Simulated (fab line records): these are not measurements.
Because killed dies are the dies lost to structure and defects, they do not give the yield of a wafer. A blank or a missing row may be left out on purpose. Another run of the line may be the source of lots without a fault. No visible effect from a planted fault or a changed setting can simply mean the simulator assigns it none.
Which tool is to blame? || flow gf180mcu || 12 lots, 36 wafers sampled, at 1 step of a route of 602

WHAT THE GAUGES SHOWED, per wafer
GF_PSD_RS_MEAS_14: the measuring method here is four-point-probe.
{"lot": "L075", "measured": "day 14 14:35", "on": "filmMetro-04", "NSD_RS (ohm/sq)": "46.13 46.16 46.14"}
{"lot": "L077", "measured": "day 15 06:43", "on": "filmMetro-04", "NSD_RS (ohm/sq)": "46.16 46.18 46.10"}
{"lot": "L079", "measured": "day 15 23:19", "on": "filmMetro-04", "NSD_RS (ohm/sq)": "46.02 46.06 46.17"}
{"lot": "L081", "measured": "day 16 18:13", "on": "filmMetro-01", "NSD_RS (ohm/sq)": "46.08 46.09 45.99"}
{"lot": "L083", "measured": "day 17 05:01", "on": "filmMetro-03", "NSD_RS (ohm/sq)": "46.11 46.07 46.05"}
{"lot": "L085", "measured": "day 18 01:49", "on": "filmMetro-04", "NSD_RS (ohm/sq)": "46.11 46.17 46.13"}
{"lot": "L087", "measured": "day 18 20:37", "on": "filmMetro-04", "NSD_RS (ohm/sq)": "46.02 46.01 46.01"}
{"lot": "L089", "measured": "day 19 16:04", "on": "filmMetro-04", "NSD_RS (ohm/sq)": "46.00 46.08 46.02"}
{"lot": "L091", "measured": "day 20 05:58", "on": "filmMetro-03", "NSD_RS (ohm/sq)": "46.15 46.18 46.07"}
{"lot": "L093", "measured": "day 20 20:46", "on": "filmMetro-01", "NSD_RS (ohm/sq)": "46.24 46.05 46.19"}
{"lot": "L095", "measured": "day 21 11:52", "on": "filmMetro-04", "NSD_RS (ohm/sq)": "46.22 46.18 46.16"}
{"lot": "L097", "measured": "day 22 10:02", "on": "filmMetro-03", "NSD_RS (ohm/sq)": "45.98 46.07 45.94"}

TOOL THAT RAN EACH LOT (tool first, then ch and the chambers of the sampled wafers, then the start)
The record shows no process step preceding these readings.

THE ANSWER, worked out from the rows above alone
Rule: what is usual is taken from the lots themselves. Put in order of their means at a reading, lots are off if they are a third of the lots or fewer, leave a main group of 4 or more, and stand apart from it by a gap of 3 or more times the standard deviation of the main group's means; of several such gaps the widest counts. Not used: any main group whose means are identical at the precision the tables above print for the reading. Also off: a lot with no number at a reading for which 4 or more lots have one. Where the step has rows for the other lots, those lots are counted as sound.
No lot is off on any of the readings shown, so nothing can be concluded from this.

WHAT THE SIMULATOR HAD INSERTED
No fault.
